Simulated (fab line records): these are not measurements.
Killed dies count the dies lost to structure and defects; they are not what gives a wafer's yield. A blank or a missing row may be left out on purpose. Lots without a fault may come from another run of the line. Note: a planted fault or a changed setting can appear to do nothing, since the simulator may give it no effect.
Chamber matching    flow gf180mcu    4 sister chambers for GF_V4_CMP_04 on cmp-02
The step polishes SiO2. 4 wafers are shown with their chamber, then 12 later ones without.

## WAFERS WITH THEIR CHAMBER
wafer   chamber  motor current A (A)
L090.1  2        10.4
L090.6  0        10.9
L091.2  3        11.4
L091.5  1        11.9

## WAFERS WHOSE CHAMBER IS MISSING
wafer   motor current A (A)
L092.1  10.6
L092.4  10.0
L092.5  11.0
L094.1  10.5
L094.4  10.8
L094.6  12.1
L095.4  10.4
L095.5  11.0
L095.6  10.3
L097.2  11.4
L097.3  9.7
L097.4  10.2

## WHICH CHAMBER EACH WENT THROUGH
wafer   from the rows above           in truth
L092.1  can't be placed: 2 or 0       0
L092.4  can't be placed: 2 or 0       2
L092.5  can't be placed: 0 or 3 or 2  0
L094.1  can't be placed: 2 or 0       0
L094.4  can't be placed: 0 or 2 or 3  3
L094.6  can't be placed: 1 or 3       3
L095.4  can't be placed: 2 or 0       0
L095.5  can't be placed: 0 or 3 or 2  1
L095.6  can't be placed: 2 or 0       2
L097.2  can't be placed: 3 or 0 or 1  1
L097.3  can't be placed: 2 or 0       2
L097.4  can't be placed: 2 or 0       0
Correctly placed: 0 of 12. Unplaceable from these rows: 12, with the true chamber sitting among the candidates in 11. Wrongly placed: 0.
How it was worked out, from the rows above alone: a wafer's distance from a chamber is the root of the sum, over the readings, of the square of ((its reading less the chamber's mean) divided by the reading's scatter). The wafer belongs to the nearest chamber; if the next one is less than 2 further off, it can't be placed. A chamber's mean is the mean of its shown wafers. The scatter: root of mean squared gap, hidden wafer to nearest shown wafer, with one shown wafer a chamber.
